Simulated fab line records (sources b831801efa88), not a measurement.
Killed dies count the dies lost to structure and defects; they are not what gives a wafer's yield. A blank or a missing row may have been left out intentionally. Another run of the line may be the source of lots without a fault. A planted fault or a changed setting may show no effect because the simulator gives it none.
A struck lot beside a sound one	flow sky130	15 steps out of a route of 708
Sound: these wafers, L791.1, L791.3, L791.5. The struck wafers were L781.1, L781.2, L781.4. Last of all comes the cause.
Each step with rows lists, per side, the tool, then ch with its chambers, then its first start. Under that, the readings that differ: sound wafers	struck wafers	difference of the means	sigmas: that difference in standard deviations of wafers without a fault.
alike: readings whose means differ by less than 2 such deviations, and words and numbers that are the same on both sides. not compared: withheld readings, readings that some wafer has no value for, bounds like >300 that may hide the same value, and numbers for which the record gives no deviation and whose values overlap.
The two part at a step that has a row with sigmas, a row that says differs or no value, or rows on one side only. Non-overlapping numbers with no deviation appear without sigmas and do not part them. Lack of a reading on every wafer of one side parts them only where that side has two or more wafers.

SKY_POLY_GATE_THK_MEAS_21:
  sound on film-metro-01 at day 23 10:47; struck on film-metro-04 at day 19 22:59
  alike: POLY_GATE_OXIDATION_THK
SKY_POLY_GATE_CD_MEAS_22:
  sound on cd-sem-01 at day 23 10:51; struck on cd-sem-02 at day 19 23:03
  alike: cd-nm
then, 7 steps without rows for these wafers: SKY_LDD_N_DEHYDRATE_00 (time 60 s); SKY_LDD_N_HMDS_01 (prime time 60 s); SKY_LDD_N_COAT_02 (resist thk 300 nm); SKY_LDD_N_SOFTBAKE_03 (time 60 s); SKY_LDD_N_EXPOSE_04 (exposes mask NTM, target cd 840 nm); SKY_LDD_N_PEB_05; SKY_LDD_N_DEVELOP_06 (develop time 60 s).
SKY_LDD_N_OVL_MEAS_07:
  sound on overlay-01 at day 24 17:27; struck on overlay-01 at day 21 06:17
  alike: LDD_N_OVL
then, 2 steps without rows for these wafers: SKY_LDD_N_IMPLANT_08; SKY_LDD_N_IMPLANT_09.
SKY_LDD_N_IMPLANT_10:
  sound on implanter-03 ch 0, day 24 17:47; struck on implanter-03 ch 0, day 21 06:37
reading	sound	struck	difference	sigmas
dose-ions-cm2	7.504e+13 7.501e+13 7.497e+13	8.315e+13 8.323e+13 8.32e+13	+8.187e+12	+99 or more
faraday-current-uA	409 419 406	470 474 463	+58	+6
next, for these wafers, 1 step has no rows: SKY_LDD_N_IMPLANT_11.
-- the record jumps here: 27 days lie between the struck wafers' starts before and after (it left off in module LDD_N and takes up again in module PAD_OPEN, whose first step shown is number 708 of the route) --
SKY_PAD_OPEN_PROBE_99:
  sound on prober-01 at day 50 06:07; struck on prober-01 at day 48 00:13
reading	sound	struck	difference	sigmas
model.etest.tip-n.rs-ohm-sq	446.5 445.2 446.4	433.5 433.6 432.6	-12.8	
  alike: killed_at_M0_to_M3, killed_at_M4_up, killed-at-contacts, killed-at-front-end, killed-at-other, killed-dies, killed-open, killed-short

== WHERE THEY PART ==
Only at SKY_LDD_N_IMPLANT_10, within this record. Later steps at which nothing parts them and some readings are alike: SKY_PAD_OPEN_PROBE_99.

WHY: the cause the simulator had injected
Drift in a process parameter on implanter-03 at SKY_LDD_N_IMPLANT_10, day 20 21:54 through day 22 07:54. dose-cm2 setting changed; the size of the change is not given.
